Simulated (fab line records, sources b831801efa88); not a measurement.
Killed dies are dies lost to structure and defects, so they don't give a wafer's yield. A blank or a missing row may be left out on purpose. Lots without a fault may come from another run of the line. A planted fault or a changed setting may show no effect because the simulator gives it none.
Chamber matching | flow sky130 | SKY_METAL3_ETCH_17 on rie_diel-01: 4 sister chambers
The step etches SiO2 in C4F8/O2/Ar, stops on TiN, time 3.9 s, target depth 15 nm. 7 wafers are shown with their chamber, then 7 later ones without.

WAFERS WITH THEIR CHAMBER
wafer  | chamber | oes_product_au (a.u.)
L075.5 | 2       | 0.755
L075.6 | 1       | 0.755
L079.1 | 3       | 0.755
L079.2 | 0       | 0.753
L079.6 | 0       | 0.757
L088.3 | 3       | 0.754
L088.4 | 1       | 0.761

WAFERS WITHOUT THEIR CHAMBER
wafer  | oes_product_au (a.u.)
L088.5 | 0.757
L091.1 | 0.752
L091.4 | 0.761
L091.5 | 0.755
L095.1 | 0.746
L095.3 | 0.749
L095.4 | 0.767

WHICH CHAMBER EACH WENT THROUGH
wafer  | from the rows above               | in truth
L088.5 | can't be placed: 1 or 0 or 2 or 3 | 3
L091.1 | can't be placed: 3 or 0 or 2 or 1 | 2
L091.4 | can't be placed: 1 or 0 or 2 or 3 | 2
L091.5 | can't be placed: 0 or 2 or 3 or 1 | 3
L095.1 | can't be placed: 3 or 0 or 2 or 1 | 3
L095.3 | can't be placed: 3 or 0 or 2 or 1 | 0
L095.4 | can't be placed: 1 or 0 or 2 or 3 | 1
Placed correctly: 0 of 7. Can't be placed from these rows: 7 (the true chamber is among the candidates in 7). Placed wrongly: 0.
How it was worked out, from the rows above alone: a wafer's distance from a chamber is the root of the sum, over the readings, of the square of ((its reading less the chamber's mean) divided by the reading's scatter). The wafer belongs to the nearest chamber; if the next one is less than 2 further off, it can't be placed. A chamber's mean is the mean of its shown wafers. The scatter: the root of (the sum of the squares of (reading less its chamber's mean) over the shown wafers, divided by (wafers less chambers)).
